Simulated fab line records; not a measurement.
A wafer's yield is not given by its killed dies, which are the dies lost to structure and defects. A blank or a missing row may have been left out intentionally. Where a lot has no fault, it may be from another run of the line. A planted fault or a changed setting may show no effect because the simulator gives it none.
A struck lot beside a sound one :: flow sky130 :: 15 out of 708 route steps
Sound: the wafers L755.2, L755.3, L755.5. Wafers struck: L767.3, L767.4, L767.5. The cause is named last.
For every step that has rows: the tool of each side, followed by ch and its chambers, followed by its first start. Under that, the readings that differ: sound wafers :: struck wafers :: difference of the means :: sigmas: that difference in standard deviations of wafers without a fault.
alike: readings with means less than 2 such deviations apart, plus words and numbers identical on both sides. not compared: withheld readings, readings lacking a value on some wafer, bounds such as >300 that could conceal the same value, and numbers that have no deviation in the record and whose values overlap.
The two part at a step that has a row with sigmas, a row that says differs or no value, or rows on one side only. Numbers that don't overlap but have no deviation are shown without sigmas and don't part them. A reading missing from all wafers of one side parts the sides only when that side holds two or more wafers.

first, 1 step without rows for these wafers: SKY_POLY_CUT_DEVELOP_07 (develop time 60 s).
SKY_POLY_CUT_CD_MEAS_08: the cd target is 270 nm.
  sound on cd_sem-02 at day 26 02:09; struck on cd_sem-01 at day 30 12:52
reading: cd_nm (nm)
sound: 270.7 272.0 270.2
struck: 266.5 267.9 266.6
difference: -4.0
sigmas: -3
SKY_POLY_CUT_OVL_MEAS_09:
  sound on overlay-02 at day 26 02:16; struck on overlay-01 at day 30 12:58
  alike: POLY_CUT_OVL
SKY_POLY_CUT_ETCH_10: etches BARC in N2/H2, stops on SiO2, time 45.9 s, target depth 60 nm.
  sound on rie_diel-04 ch 1,2,3, day 26 02:17; struck on rie_diel-03 ch 0,2, day 30 12:59
  alike: bias_w, drypump_motor_current_A, oes_product_au, throttle_valve_pct
  not compared: rf_hours_counter_h
SKY_POLY_CUT_ETCH_11: etches Si3N4 in CF4/CH2F2/Ar, stops on poly-Si, time 42.5 s, target depth 60 nm.
  sound on rie_diel-04 ch 1,2,3, day 26 02:20; struck on rie_diel-03 ch 0,2, day 30 13:02
  alike: bias_w, cf4_flow_sccm, drypump_motor_current_A, oes_product_au, throttle_valve_pct
  not compared: rf_hours_counter_h
SKY_POLY_CUT_STRIP_12: strips in O2/N2.
  sound on plasma_asher-01 ch 0,1, day 26 02:22; struck on plasma_asher-01 ch 0,1, day 30 13:07
  alike: drypump_motor_current_A, oes_product_au, strip_time_to_endpoint_s
  not compared: rf_hours_counter_h
then, 6 steps without rows for these wafers: SKY_SD_P_DEHYDRATE_00 (time 60 s); SKY_SD_P_HMDS_01 (prime time 60 s); SKY_SD_P_COAT_02 (resist thk 1140 nm); SKY_SD_P_SOFTBAKE_03 (time 60 s); SKY_SD_P_EXPOSE_04 (exposes mask PSDM, target cd 380 nm); SKY_SD_P_PEB_05.
SKY_SD_P_DEVELOP_06: develop time 60 s.
  sound on litho_track-01 ch 0, day 27 07:07; struck on litho_track-01 ch 0, day 31 16:23
reading: developer_temp_C (C)
sound: 22.97 22.92 23.01
struck: 23.71 23.61 23.66
difference: +0.69
sigmas: +7
SKY_SD_P_CD_MEAS_07: the cd target is 380 nm.
  sound on cd_sem-02 at day 27 07:15; struck on cd_sem-02 at day 31 16:32
  alike: cd_nm
-- record jumps: 19 days separate the struck wafers' starts on either side; left off in module SD_P, taken up again in module PAD_OPEN, whose first shown step is the route's number 708 --
SKY_PAD_OPEN_PROBE_99:
  only the struck wafers here have rows in the record (prober-02, day 50 05:20); the sound ones have none

== WHERE THEY PART ==
At SKY_POLY_CUT_CD_MEAS_08 first; at SKY_PAD_OPEN_PROBE_99 last (within this record only).

WHY: what had been put in by the simulator
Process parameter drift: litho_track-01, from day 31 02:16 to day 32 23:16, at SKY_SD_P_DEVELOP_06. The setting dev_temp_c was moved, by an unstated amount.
